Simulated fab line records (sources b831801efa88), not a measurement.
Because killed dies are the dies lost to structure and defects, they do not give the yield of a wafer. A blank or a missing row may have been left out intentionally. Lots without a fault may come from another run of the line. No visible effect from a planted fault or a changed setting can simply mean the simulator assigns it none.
fab line records	flow gf180mcu
[record] lots = 6	wafers = 18	lastDay = 34
route steps=602 shown STI@1
lots that met no fault: taken from a fault-free run of the same line
startH: hours from the record's first day to the start of the lot's first wafer shown	waitH: how many hours have passed since the lot's step before this one	" as in the row above	L1.1+2: several wafers, shown together as one row	- no value, or no start was given	* or withheld: withheld	< > ~ a bound
route shown NAME@n: NAME is a module with steps in the file, n the number in the route of the first one	usual: mean/standard deviation of fault-free wafers	same: alike in all rows	chamber/n: place in a boat	sites: per-site readings	_std_site: the standard deviation of these	_edge_site: the outer-site mean with the inner-site mean subtracted	radiusMm: for every site, how far away it sits from the centre of the wafer	mask NAME#n: copy n	behind: tool/chamber where the wafer was last shaped	hold: reason for holding the lot/hours on hold/outcome of the hold	device: which transistor (n, p or np) failed to switch	end of line: the tests these same wafers got at the end of their route	step lacking rows: just its recipe	killed: not the wafer's yield, but the dies lost to structure and defects at the first sort	map: a wafer's dies, x killed, . not, _ none there
set.NAME: the setting as run; set.NAME@STEP: as run at that earlier step	model.NAME: the simulator's own value behind a step, which no gauge read
lots at selected steps of the route; one table per step, one row per wafer
[[steps]]
[step GF_STI_BOW_MEAS_00]
[recipe] mode = bow
[usual] INCOMING_BOW = -1/6.3
lot.wafer	tool	chamber	startH	waitH	INCOMING_BOW[um]
L372.1	filmMetro-04	-	30.00	-	5
L372.5	"	-	"	"	-3
L372.6	"	-	"	"	-3
L375.1	filmMetro-04	-	45.00	-	2
L375.4	"	-	"	"	-2
L375.6	"	-	"	"	0
L379.2	filmMetro-01	-	65.02	-	-12
L379.3	"	-	"	"	9
L379.5	"	-	"	"	1
L380.1	filmMetro-04	-	70.00	-	4
L380.2	"	-	"	"	-6
L380.6	"	-	"	"	7
L389.2	filmMetro-01	-	115.02	-	6
L389.4	"	-	"	"	-5
L389.6	"	-	"	"	-2
L391.4	filmMetro-04	-	125.06	-	0
L391.5	"	-	"	"	-5
L391.6	"	-	"	"	2
[step GF_STI_OXIDATION_01]
[recipe] tempC = 900	ambient = O2	stabiliseS = 600	purgeS = 300	targetThkA = 100	oxTimeS = 1418
[step GF_STI_THK_MEAS_02]
[recipe] reads = SiO2_of_STI_OXIDATION_01
[usual] STI_OXIDATION_THK = 9.99/0.17
lot.wafer	tool	chamber	startH	waitH	STI_OXIDATION_THK[nm]
L372.1	filmMetro-04	-	32.23	0.0	9.92
L372.5	"	-	"	"	9.77
L372.6	"	-	"	"	9.90
L375.1	filmMetro-04	-	46.51	0.0	10.12
L375.4	"	-	"	"	10.25
L375.6	"	-	"	"	10.00
L379.2	filmMetro-02	-	66.52	0.0	9.71
L379.3	"	-	"	"	9.74
L379.5	"	-	"	"	9.79
L380.1	filmMetro-04	-	72.21	0.0	10.17
L380.2	"	-	"	"	9.93
L380.6	"	-	"	"	10.09
L389.2	filmMetro-01	-	116.52	0.0	9.97
L389.4	"	-	"	"	9.68
L389.6	"	-	"	"	9.68
L391.4	filmMetro-02	-	126.54	0.0	10.08
L391.5	"	-	"	"	9.98
L391.6	"	-	"	"	10.06
[step GF_STI_CVD_03]
[recipe] material = Si3N4	precursor = DCS/NH3	targetThkNm = 207.16	tempC = 770	timeS = 3551	pressureMtorr = 250
[step GF_STI_THK_MEAS_04]
[recipe] reads = Si3N4_of_STI_CVD_03
[usual] STI_CVD_03_THK = 207.7/1.8
lot.wafer	tool	chamber	startH	waitH	STI_CVD_03_THK[nm]
L372.1	filmMetro-04	-	34.28	0.0	211.8
L372.5	"	-	"	"	211.2
L372.6	"	-	"	"	210.2
L375.1	filmMetro-04	-	49.57	0.0	204.9
L375.4	"	-	"	"	207.3
L375.6	"	-	"	"	206.6
L379.2	filmMetro-04	-	68.57	0.0	209.5
L379.3	"	-	"	"	209.5
L379.5	"	-	"	"	208.3
L380.1	filmMetro-01	-	74.26	0.0	205.6
L380.2	"	-	"	"	203.7
L380.6	"	-	"	"	204.8
L389.2	filmMetro-02	-	118.57	0.0	208.0
L389.4	"	-	"	"	207.1
L389.6	"	-	"	"	206.4
L391.4	filmMetro-01	-	128.59	0.0	209.4
L391.5	"	-	"	"	209.2
L391.6	"	-	"	"	207.3
[step GF_STI_DEHYDRATE_05]
[recipe] tempC = 200	timeS = 60
[step GF_STI_HMDS_06]
[recipe] primeTimeS = 60	primeTempC = 120
[step GF_STI_COAT_07]
[recipe] resist = KrF	spinRpm = withheld	resistThkNm = 695.7
[step GF_STI_SOFTBAKE_08]
[recipe] tempC = 130	timeS = 60	resist = KrF
[step GF_STI_EXPOSE_09]
[recipe] maskId = COMP	targetCdNm = 220	na = 0.68	sourceShape = conventional	sigmaOuter = 0.6	doseMj = 28
[step GF_STI_PEB_10]
[recipe] pebTempC = 135	pebTimeS = 90	resist = KrF
[usual] chillPlateTempC = 22.97/0.11	exhaustPa = 45.1/0.95
lot.wafer	tool	chamber	startH	waitH	chillPlateTempC	exhaustPa
L372.1	lithoTrack-04	0	46.33	-	22.97	46.1
L372.5	"	0	"	"	23.02	46.8
L372.6	"	0	"	"	23.14	44.2
L375.1	lithoTrack-02	0	62.20	-	23.03	45.5
L375.4	"	0	"	"	23.05	45.9
L375.6	"	0	"	"	23.11	45.9
L379.2	lithoTrack-03	-	81.64	-	-	-
L379.3	"	-	"	"	-	-
L379.5	"	-	"	"	-	-
L380.1	lithoTrack-04	-	87.13	-	-	-
L380.2	"	-	"	"	-	-
L380.6	"	-	"	"	-	-
L389.2	lithoTrack-04	0	133.01	-	22.91	44.8
L389.4	"	0	"	"	22.94	43.6
L389.6	"	0	"	"	22.94	44.1
L391.4	lithoTrack-03	0	143.86	-	22.61	45.9
L391.5	"	0	"	"	22.84	44.7
L391.6	"	0	"	"	22.97	44.5
[step GF_STI_DEVELOP_11]
[recipe] developTimeS = 60	devTempC = 21
[[key]]
[firstSign] step = GF_STI_PEB_10	reading = toolRecord	direction = missing
effect none on later readings
metAt GF_STI_PEB_10
struckWafers L379.2,L379.3,L379.5,L380.1,L380.2,L380.6
laterRowsLeftOut L379.2,L379.3,L379.5,L380.1,L380.2,L380.6
sortLeftOut L379.2,L379.3,L379.5,L380.1,L380.2,L380.6
testerLeftOut L379,L380
onsetBetween 46.33 81.64
[fault] kind = skippedStepWhole	tool = lithoTrack-03,lithoTrack-04	chamber = -	onsetH = 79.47	steps = GF_STI_PEB_10	scope = struckLotsOnly
// testerLeftOut: of these lots the tester's yield and bins aren't shown, on N5 and GAA mostly nor the transistor test; their killed dies are dies lost to structure and defects alone, not to doping, threshold or leakage, so they don't give the yield
// sortLeftOut: the simulated sort isn't trusted on such a fault, so these wafers' sort isn't shown, and their yield isn't known
// laterRowsLeftOut: the simulator's readings of these wafers behind a module that went badly wrong aren't trusted and aren't shown, but for the sort
